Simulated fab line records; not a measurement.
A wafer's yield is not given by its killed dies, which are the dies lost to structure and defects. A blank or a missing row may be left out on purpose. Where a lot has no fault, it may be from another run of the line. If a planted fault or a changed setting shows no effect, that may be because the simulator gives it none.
A lot that was struck, set against a sound lot ; flow sky130 ; 15 out of 708 route steps
Sound: wafers L795.1, L795.2, L795.3. Wafers struck: L799.2, L799.5, L799.6. The cause comes at the end.
Per side, at each step with rows, come the tool, then ch with its chambers, and then its first start. Under that, the readings that differ: sound wafers ; struck wafers ; difference of the means ; sigmas: that difference in standard deviations of wafers without a fault.
alike: words and numbers the same on both sides, and readings whose means are apart by under 2 such deviations; not compared: readings that were withheld, readings missing a value for some wafer, numbers with overlapping values and no deviation given by the record, and bounds like >300 which may hide the same value.
A row with sigmas, a row that says differs or no value, or rows on one side alone: a step with any of these is where the two part. Numbers that don't overlap but have no deviation are shown without sigmas and don't part them. A reading that every wafer of one side lacks parts them only if that side has two wafers or more.

SKY_VIA1_CMP_24: polishes, stops on SiO2, t overpolish 15 s, target thk 0 nm.
  sound on cmp-01 ch 0,1,3, day 36 07:32; struck on cmp-02 ch 0,1,3, day 36 21:13
  alike: motor_current_A, overpolish_run_s, platen_rpm, slurry_flow_ml_min, time_to_endpoint_s
SKY_METAL2_SPUTTER_00: material Ti, target thk 15 nm, time 10 s.
  sound on pvd_sputter-01, day 36 07:50; struck on pvd_sputter-01, day 36 21:22
  alike: throttle_valve_pct
SKY_METAL2_SPUTTER_01: material TiN, target thk 20 nm, time 16.7 s.
  sound on pvd_sputter-01, day 36 07:51; struck on pvd_sputter-01, day 36 21:23
  alike: throttle_valve_pct
then, 1 step without rows for these wafers: SKY_METAL2_SPUTTER_02 (material AlCu, target thk 250 nm, time 13.3 s).
SKY_METAL2_SPUTTER_03: material Ti, target thk 5 nm, time 3.3 s.
  sound on pvd_sputter-01, day 36 07:54; struck on pvd_sputter-01, day 36 21:26
  alike: throttle_valve_pct
SKY_METAL2_SPUTTER_04: material TiN, target thk 70 nm, time 58.3 s.
  sound on pvd_sputter-01, day 36 07:55; struck on pvd_sputter-01, day 36 21:27
  alike: throttle_valve_pct
SKY_METAL2_RS_MEAS_05: measures by four-point-probe.
  sound on film_metro-04, day 36 07:58; struck on film_metro-03, day 36 21:31
  alike: METAL2_ALCU_RS
SKY_METAL2_THK_MEAS_06: measures by xrf.
  sound on film_metro-04, day 36 08:05; struck on film_metro-03, day 36 21:38
  alike: METAL2_ALCU_THK
then, 4 steps without rows for these wafers: SKY_METAL2_DEHYDRATE_07 (time 60 s); SKY_METAL2_HMDS_08 (prime time 60 s); SKY_METAL2_COAT_09 (resist thk 60 nm); SKY_METAL2_COAT_10 (resist thk 450 nm).
SKY_METAL2_SOFTBAKE_11: time 90 s.
  sound on litho_track-04 ch 0, day 36 20:00; struck on litho_track-04 ch 0, day 37 10:00
reading;sound;struck;difference;sigmas
heater_power_total_W (W);57.52 57.51 57.26;55.22 55.32 55.19;-2.19;-18
plate_temp_C (C);99.93 99.87 99.97;97.24 97.17 97.14;-2.74;-21
then, 1 step without rows for these wafers: SKY_METAL2_EXPOSE_12 (exposes mask MM2, target cd 140 nm).
-- the record jumps here: 11 days lie between the struck wafers' starts before and after (it left off in module METAL2 and takes up again in module PAD_OPEN, whose first step shown is number 708 of the route) --
SKY_PAD_OPEN_PROBE_99:
  record: rows for the struck wafers here (prober-02, day 47 22:12), none for the sound ones

WHERE THEY PART
At SKY_METAL2_SOFTBAKE_11 first; at SKY_PAD_OPEN_PROBE_99 last (within this record only).

WHY: what the simulator had put in
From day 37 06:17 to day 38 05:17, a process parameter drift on litho_track-04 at SKY_METAL2_SOFTBAKE_11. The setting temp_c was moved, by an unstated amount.
